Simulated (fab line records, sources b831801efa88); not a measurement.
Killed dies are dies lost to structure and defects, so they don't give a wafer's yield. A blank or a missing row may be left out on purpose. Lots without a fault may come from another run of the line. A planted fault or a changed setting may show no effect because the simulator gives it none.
Chamber matching | flow sky130 | SKY_VIA1_CMP_02 on cmp-01: 4 sister chambers
The step polishes SiO2. 8 wafers are shown with their chamber, then 12 later ones without.

WAFERS WITH THEIR CHAMBER
wafer  | chamber | motor_current_A (A)
L084.1 | 1       | 12.5
L086.1 | 0       | 11.5
L088.5 | 0       | 11.3
L089.5 | 1       | 12.3
L089.6 | 2       | 11.3
L090.2 | 2       | 11.6
L090.3 | 3       | 12.8
L090.5 | 3       | 13.1

WAFERS WITHOUT THEIR CHAMBER
wafer  | motor_current_A (A)
L091.4 | 12.4
L091.5 | 11.9
L091.6 | 13.9
L092.1 | 12.1
L092.4 | 12.1
L092.6 | 11.4
L094.1 | 12.3
L094.2 | 11.8
L094.5 | 12.0
L097.2 | 12.4
L097.3 | 12.0
L097.4 | 11.4

WHICH CHAMBER EACH WENT THROUGH
wafer  | from the rows above          | in truth
L091.4 | 1                            | 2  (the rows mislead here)
L091.5 | can't be placed: 2 or 0 or 1 | 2
L091.6 | 3                            | 3
L092.1 | can't be placed: 1 or 2      | 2
L092.4 | can't be placed: 1 or 2      | 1
L092.6 | can't be placed: 0 or 2      | 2
L094.1 | 1                            | 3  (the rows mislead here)
L094.2 | can't be placed: 2 or 0 or 1 | 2
L094.5 | can't be placed: 1 or 2 or 0 | 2
L097.2 | 1                            | 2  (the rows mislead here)
L097.3 | can't be placed: 1 or 2 or 0 | 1
L097.4 | can't be placed: 0 or 2      | 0
Placed correctly: 1 of 12. Can't be placed from these rows: 8 (the true chamber is among the candidates in 8). Placed wrongly: 3.
How it was worked out, from the rows above alone: a wafer's distance from a chamber is the root of the sum, over the readings, of the square of ((its reading less the chamber's mean) divided by the reading's scatter). The wafer belongs to the nearest chamber; if the next one is less than 2 further off, it can't be placed. A chamber's mean is the mean of its shown wafers. The scatter: the root of (the sum of the squares of (reading less its chamber's mean) over the shown wafers, divided by (wafers less chambers)).
